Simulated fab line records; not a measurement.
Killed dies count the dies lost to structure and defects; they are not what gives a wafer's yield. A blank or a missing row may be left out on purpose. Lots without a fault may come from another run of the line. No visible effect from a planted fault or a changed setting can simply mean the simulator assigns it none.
Problem report in the 8D (eight disciplines) form, filled by code -- flow gf180mcu -- the parts of the form that need people (team, actions taken, sign-off) are left out

== 1. PROBLEM STATEMENT ==
Across 2 wafers from 2 lots, PASSIVATION_CVD_00_THK at GF_PASSIVATION_THK_MEAS_01 averages 882 nm, while fault-free wafers read 995 nm with a standard deviation of 12. Measured from the usual mean, that is -9.4 standard deviations.
Seen first at day 31 08:01 on film_metro-02, wafer L382.4. The record has a number at this step for 36 wafers belonging to 12 lots. By rule, "out" or "out of limits" means more than 4 standard deviations away from the usual mean. The other wafers with a number count as sound.

== 2. WHAT IT IS, AND WHAT IT ISN'T ==
question,is,is not
which readings at this step,PASSIVATION_CVD_00_THK,-
which lots,"L382, L383","L371, L372, L373, L374, L375, L377, L380, L381, L387, L389"
which wafers of those lots,"L382.4, L383.5","L382.1, L382.3, L383.1, L383.4"
read on which gauges,"film_metro-01, film_metro-02",film_metro-03
when,from day 31 08:01,"up to then (23 sound wafers); but 11 sound wafers of L381, L383, L387, L389 came after"

== 3. SUSPECTS, AND WHAT RULES EACH OUT ==
Counting: a tool at a process step up to the reading stays a suspect if it ran every lot that is out. Sound lots after the first of them don't rule it out here, since some wafers of a struck lot are sound.
- the gauge at GF_PASSIVATION_THK_MEAS_01: ruled out. The wafers that are out were read on 2 gauges (film_metro-01, film_metro-02).
- plasma_asher-03 at GF_V5_STRIP_18 (strips in O2/N2): kept. It processed each lot that is out (first: L382, day 30 11:23); up to then, its last sound lot is L380 (day 30 07:41).
- pecvd-02 at GF_PASSIVATION_CVD_00 (deposits SiO2 from TEOS, target thk 1000 nm, time 111.95 s): kept. It processed each lot that is out (first: L382, day 31 07:56); up to then, its last sound lot is L375 (day 29 00:41). Out on those wafers are its own readings of run_length_s.
- In pecvd-02 at GF_PASSIVATION_CVD_00, the wafers that are out were processed in chamber 1 and their sound lot-mates in chambers 0, 2.
What counting leaves: plasma_asher-03 at GF_V5_STRIP_18 and pecvd-02 at GF_PASSIVATION_CVD_00.

== 4. THE CAUSE (what the simulator had put in) ==
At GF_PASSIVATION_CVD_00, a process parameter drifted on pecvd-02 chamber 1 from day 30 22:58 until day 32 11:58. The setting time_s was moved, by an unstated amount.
2 suspects survive the count, and this tool is in that group.

== 5. THE EFFECT CHAIN, in route order ==
One row per reading whose mean, taken over the struck wafers that have a number, lies over 3 standard deviations from the usual. Readings are gone through only where the record gives a usual standard deviation; hours: the median, over the lots, of the time from a lot's start at the first step in this table giving one to that lot's start at this step; sigmas: the change measured in usual standard deviations.
hours,step,reading,usual,on struck wafers,change,sigmas
0,GF_PASSIVATION_CVD_00,run_length_s,140.0 s,126.3,-13.7,-25
0,GF_PASSIVATION_THK_MEAS_01,PASSIVATION_CVD_00_THK,995 nm,882,-113,-9.4
It contains these process steps:
- GF_PASSIVATION_CVD_00: deposits SiO2 from TEOS, target thk 1000 nm, time 111.95 s.

== 6. HOW IT WOULD HAVE BEEN CAUGHT EARLIER ==
The first out-of-limits reading at a measuring or inspecting step in this record came at day 31 08:01, 9 hours after the fault's start at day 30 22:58.
Tool's own readings at GF_PASSIVATION_CVD_00, run_length_s: out on all struck wafers the step has rows for; an alarm limit on them would have tripped on the first.
Of the lots that are out (2), L383 began GF_PASSIVATION_CVD_00 on pecvd-02 after day 31 08:01. A tool hold placed at that time would have kept it from harm.
